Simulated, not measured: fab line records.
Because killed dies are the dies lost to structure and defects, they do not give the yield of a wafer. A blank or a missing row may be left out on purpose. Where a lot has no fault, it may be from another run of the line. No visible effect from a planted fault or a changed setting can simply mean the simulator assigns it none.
A struck lot beside a sound one	flow sfq_line	42 steps out of a route of 325
Sound: these wafers, L413.3, L413.5, L413.6. The struck wafers were L430.1, L430.2, L430.5. The cause is given at the end.
Per side, at each step with rows, come the tool, then ch with its chambers, and then its first start. Under that, the readings that differ: sound wafers	struck wafers	difference of the means	sigmas: that difference in standard deviations of wafers without a fault.
alike: same words and numbers on both sides, and readings whose means sit less than 2 such deviations apart. not compared: any withheld reading, any reading some wafer has no value for, any bound like >300 that may hide the same value, and any number with overlapping values for which the record gives no deviation.
A row with sigmas, a row that says differs or no value, or rows on one side alone: a step with any of these is where the two part. Numbers that have no deviation but don't overlap get no sigmas and don't part them. Lack of a reading on every wafer of one side parts them only where that side has two or more wafers.

first, 6 steps without rows for these wafers: SFQ_TRILAYER_I6_VIA_LITHO_COAT_174 (resist thk 62 nm); SFQ_TRILAYER_I6_VIA_LITHO_COAT_169 (resist thk 650 nm); SFQ_TRILAYER_I6_VIA_LITHO_SOFTBAKE_173; SFQ_TRILAYER_I6_VIA_LITHO_EXPOSE_170 (exposes mask I6, target cd 700 nm); SFQ_TRILAYER_I6_VIA_LITHO_PEB_172 (peb time 60 s); SFQ_TRILAYER_I6_VIA_LITHO_DEVELOP_171 (time 60 s).
SFQ_I6_OVL_MEAS_942:
  sound: overlay-01 at day 70 05:48; struck: overlay-01 at day 76 07:31
  alike: I6_OVL
SFQ_TRILAYER_I6_VIA_BARC_OPEN_VIA_ETCH_235: etches BARC in O2, target depth 125 nm, time 41.7 s.
  sound on rie_diel-04 ch 0,1,3, day 70 05:50; struck on rie_diel-04 ch 2,3, day 76 07:33
  alike: drypump_motor_current_A, oes_product_au
  not compared: rf_hours_counter_h
then, 4 steps without rows for these wafers: SFQ_TRILAYER_I6_VIA_ETCH_VIA_ETCH_172 (etches SiO2 in CHF3, stops on Nb, target depth 260 nm); SFQ_TRILAYER_I6_VIA_STRIP_STRIP_173 (strips in O2); SFQ_TRILAYER_I6_VIA_STRIP_SOLV_CLEAN_174 (cleans in NMP, time 600 s); SFQ_TRILAYER_M7_DEP_PRE_CLEAN_176 (time 22.5 s).
SFQ_TRILAYER_M7_DEP_SPUTTER_175: material Nb, target thk 200 nm, time 133.3 s.
  sound: pvd_sputter-04 at day 70 06:47; struck: pvd_sputter-04 at day 76 08:31
reading	sound	struck	difference	sigmas
cathode_dc_power_W (W)	2000.8 1999.6 1998.9	2058.3 2058.2 2058.6	+58.6	+99 or more
model.Nb_of_TRILAYER_M7_DEP_SPUTTER_175.thk_nm (nm)	201.4 202.6 202.9	205 204.1 204.6	+2	
  alike: base_pressure_pa, substrate_temp_c, throttle_valve_pct
SFQ_M7_RS_MEAS_943: measurement is done with a four-point probe.
  sound: film_metro-04 at day 70 06:55; struck: film_metro-02 at day 76 08:37
  alike: M7_NB_RS
then, 6 steps without rows for these wafers: SFQ_TRILAYER_M7_LITHO_COAT_182 (resist thk 62 nm); SFQ_TRILAYER_M7_LITHO_COAT_177 (resist thk 600 nm); SFQ_TRILAYER_M7_LITHO_SOFTBAKE_181; SFQ_TRILAYER_M7_LITHO_EXPOSE_178 (exposes mask M7, target cd 500 nm); SFQ_TRILAYER_M7_LITHO_PEB_180 (peb time 60 s); SFQ_TRILAYER_M7_LITHO_DEVELOP_179 (time 60 s).
-- the record jumps here: 4 days lie between the struck wafers' starts before and after --
SFQ_M7_OVL_MEAS_945:
  sound: overlay-01 at day 70 09:19; struck: overlay-02 at day 80 00:56
  alike: M7_OVL
SFQ_TRILAYER_M7_BARC_OPEN_METAL_ETCH_229: etches BARC in O2, target depth 125 nm, time 41.7 s.
  sound on rie_metal-03 ch 0,1, day 70 09:22; struck on rie_metal-03 ch 0,1, day 80 00:58
  alike: drypump_motor_current_A, oes_product_au
  not compared: rf_hours_counter_h
SFQ_TRILAYER_M7_ETCH_METAL_ETCH_180: etches Nb in Cl2/Ar, stops on SiO2, target depth 240 nm, time 120 s.
  sound on rie_metal-03 ch 0,1, day 70 09:26; struck on rie_metal-03 ch 0,1, day 80 01:01
reading	sound	struck	difference	sigmas
model.M7.feature_depth_nm (nm)	201.4 202.6 202.9	205 204.1 204.6	+2	
model.etch.depth_nm (nm)	201.4 202.6 202.9	205 204.1 204.6	+2	
  alike: drypump_motor_current_A, oes_product_au
  not compared: rf_hours_counter_h
then, 2 steps without rows for these wafers: SFQ_TRILAYER_M7_STRIP_STRIP_181 (strips in O2); SFQ_TRILAYER_M7_STRIP_SOLV_CLEAN_182 (cleans in NMP, time 600 s).
SFQ_TRILAYER_I7_DEP_PECVD_183: deposits SiO2 from SiH4/N2O, time 111.11 s, target thk 500 nm.
  sound on pecvd-04 ch 1,2, day 70 10:18; struck on pecvd-02 ch 0,1, day 80 02:06
  alike: heater_power_w, susceptor_temp_C, throttle_valve_pct
SFQ_TRILAYER_I7_CMP_CMP_184: polishes SiO2.
  sound on cmp-02 ch 0,3, day 70 11:20; struck on cmp-02 ch 0,2, day 80 03:43
  alike: head_pressure_psi, motor_current_A, time_to_endpoint_s
SFQ_I7_BOW_MEAS_946:
  sound: film_metro-02 at day 70 14:22; struck: film_metro-03 at day 80 06:13
  alike: I7_BOW
then, 7 steps without rows for these wafers: SFQ_TRILAYER_I7_METRO_MEASURE_185; SFQ_TRILAYER_I7_VIA_LITHO_COAT_192 (resist thk 62 nm); SFQ_TRILAYER_I7_VIA_LITHO_COAT_187 (resist thk 650 nm); SFQ_TRILAYER_I7_VIA_LITHO_SOFTBAKE_191; SFQ_TRILAYER_I7_VIA_LITHO_EXPOSE_188 (exposes mask I7, target cd 1000 nm); SFQ_TRILAYER_I7_VIA_LITHO_PEB_190 (peb time 60 s); SFQ_TRILAYER_I7_VIA_LITHO_DEVELOP_189 (time 60 s).
SFQ_I7_OVL_MEAS_947:
  sound: overlay-02 at day 70 20:50; struck: overlay-01 at day 80 10:59
  alike: I7_OVL
then, 1 step without rows for these wafers: SFQ_TRILAYER_I7_VIA_BARC_OPEN_VIA_ETCH_260 (etches BARC in O2, target depth 125 nm, time 41.7 s).
SFQ_TRILAYER_I7_VIA_ETCH_VIA_ETCH_190: etches SiO2 in CHF3, stops on Nb, target depth 260 nm.
  sound on rie_diel-01 ch 0,1,2, day 70 20:53; struck on rie_diel-04 ch 0,2,3, day 80 11:03
reading	sound	struck	difference	sigmas
model.Nb_of_TRILAYER_M7_DEP_SPUTTER_175.thk_nm (nm)	201.2 202.4 202.7	204.8 203.8 204.4	+2.2	
  alike: drypump_motor_current_A, oes_product_au
SFQ_TRILAYER_I7_VIA_STRIP_STRIP_191: strips in O2.
  sound on rie_metal-04 ch 0,1, day 70 21:12; struck on rie_metal-03 ch 0,1, day 80 11:10
  alike: drypump_motor_current_A, oes_product_au
  not compared: rf_hours_counter_h
then, 2 steps without rows for these wafers: SFQ_TRILAYER_I7_VIA_STRIP_SOLV_CLEAN_192 (cleans in NMP, time 600 s); SFQ_TRILAYER_M8_LITHO_LOR_COAT_197.
SFQ_M8_BOW_MEAS_951:
  sound: film_metro-01 at day 74 16:20; struck: film_metro-01 at day 80 15:52
reading	sound	struck	difference	sigmas
model.etest.m7.ohm_um	1.768 1.76 1.754	1.737 1.751 1.746	-0.016	
model.etest.i6.link_ohm	1.862 1.866 1.858	1.845 1.842 1.845	-0.018	
model.etest.m7.ohm_sq	0.8846 0.8792 0.878	0.8691 0.8731 0.8707	-0.0096	
model.etest.i7.link_ohm	1.041 1.035 1.033	1.022 1.026 1.025	-0.012	
  alike: M8_BOW

WHERE THEY PART
Within this record, at SFQ_TRILAYER_M7_DEP_SPUTTER_175 only. Later steps at which nothing parts them and some readings are alike: SFQ_M7_RS_MEAS_943, SFQ_M7_OVL_MEAS_945, SFQ_TRILAYER_M7_BARC_OPEN_METAL_ETCH_229, SFQ_TRILAYER_M7_ETCH_METAL_ETCH_180, SFQ_TRILAYER_I7_DEP_PECVD_183, SFQ_TRILAYER_I7_CMP_CMP_184, SFQ_I7_BOW_MEAS_946, SFQ_I7_OVL_MEAS_947, SFQ_TRILAYER_I7_VIA_ETCH_VIA_ETCH_190, SFQ_TRILAYER_I7_VIA_STRIP_STRIP_191, SFQ_M8_BOW_MEAS_951.

WHY: what had been put in by the simulator
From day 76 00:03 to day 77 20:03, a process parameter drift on pvd_sputter-04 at SFQ_TRILAYER_M7_DEP_SPUTTER_175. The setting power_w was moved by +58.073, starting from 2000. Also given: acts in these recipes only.
